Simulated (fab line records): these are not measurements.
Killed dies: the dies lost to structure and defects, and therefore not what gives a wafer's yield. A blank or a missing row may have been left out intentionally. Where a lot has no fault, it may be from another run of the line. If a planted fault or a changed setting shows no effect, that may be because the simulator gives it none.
Matching of chambers | flow gf180mcu | 3 sister chambers for GF_MIM_CVD_05 on pecvd-02
The step deposits Si3N4, target thk 42 nm, time 29.086 s. 27 wafers are shown with their chamber, then 12 later ones without.

## WAFERS WITH THEIR CHAMBER
wafer  | chamber | heater power w (W) | rf fwd power W (W)
L074.4 | 0       | 551                | 447.5
L074.5 | 1       | 360                | 447.0
L074.6 | 2       | 584                | 444.2
L076.1 | 1       | 407                | 444.2
L076.4 | 2       | 552                | 443.3
L076.5 | 1       | 405                | 448.4
L077.2 | 2       | 534                | 442.8
L077.3 | 0       | 555                | 444.8
L077.6 | 0       | 548                | 445.7
L078.2 | 1       | 376                | 445.2
L078.3 | 2       | 594                | 443.1
L078.5 | 0       | 582                | 447.8
L079.2 | 0       | 570                | 447.7
L079.5 | 0       | 574                | 448.2
L079.6 | 2       | 561                | 443.1
L081.1 | 1       | 417                | 444.6
L081.4 | 1       | 423                | 445.0
L081.5 | 2       | 577                | 440.1
L086.1 | 2       | 534                | 443.9
L086.3 | 0       | 522                | 448.8
L086.4 | 1       | 453                | 447.3
L087.1 | 0       | 576                | 448.7
L087.2 | 2       | 590                | 441.6
L087.6 | 0       | 568                | 446.2
L089.2 | 0       | 512                | 445.7
L089.5 | 0       | 516                | 447.6
L089.6 | 1       | 366                | 447.7

SIGNATURES, as means of the wafers listed above
reading        | chamber 0 | chamber 1 | chamber 2 | scatter within a chamber
heater power w | 552.18    | 400.88    | 565.75    | 27
rf fwd power W | 447.155   | 446.175   | 442.762   | 1.42
Rule: a wafer lies at a distance from a chamber equal to the root of the sum of squares, over the readings, of (its reading less the chamber's mean, divided by the reading's scatter). The wafer belongs to the nearest chamber; if the next one is less than 2 further off, it can't be placed. The scatter is the square root of a quotient: the sum, over the shown wafers, of each reading's squared deviation from its chamber's mean, divided by wafers minus chambers.

## WAFERS WHOSE CHAMBER IS MISSING
wafer  | heater power w (W) | rf fwd power W (W)
L092.1 | 404                | 446.0
L092.3 | 604                | 444.6
L092.5 | 609                | 442.3
L093.1 | 484                | 448.1
L093.2 | 565                | 443.3
L093.4 | 561                | 441.5
L096.3 | 370                | 445.2
L096.4 | 370                | 445.0
L096.6 | 576                | 445.7
L097.2 | 558                | 442.0
L097.5 | 570                | 442.4
L097.6 | 563                | 447.6

## THE CHAMBER EACH PASSED THROUGH
wafer  | from the rows above     | in truth
L092.1 | 1                       | 1
L092.3 | can't be placed: 2 or 0 | 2
L092.5 | 2                       | 2
L093.1 | can't be placed: 0 or 1 | 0
L093.2 | 2                       | 2
L093.4 | 2                       | 2
L096.3 | 1                       | 1
L096.4 | 1                       | 1
L096.6 | can't be placed: 0 or 2 | 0
L097.2 | 2                       | 2
L097.5 | 2                       | 2
L097.6 | 0                       | 0
Placed correctly: 9 of 12. Cannot be placed on the basis of these rows: 3; the candidates contain the true chamber in 3. Placed wrongly: 0.
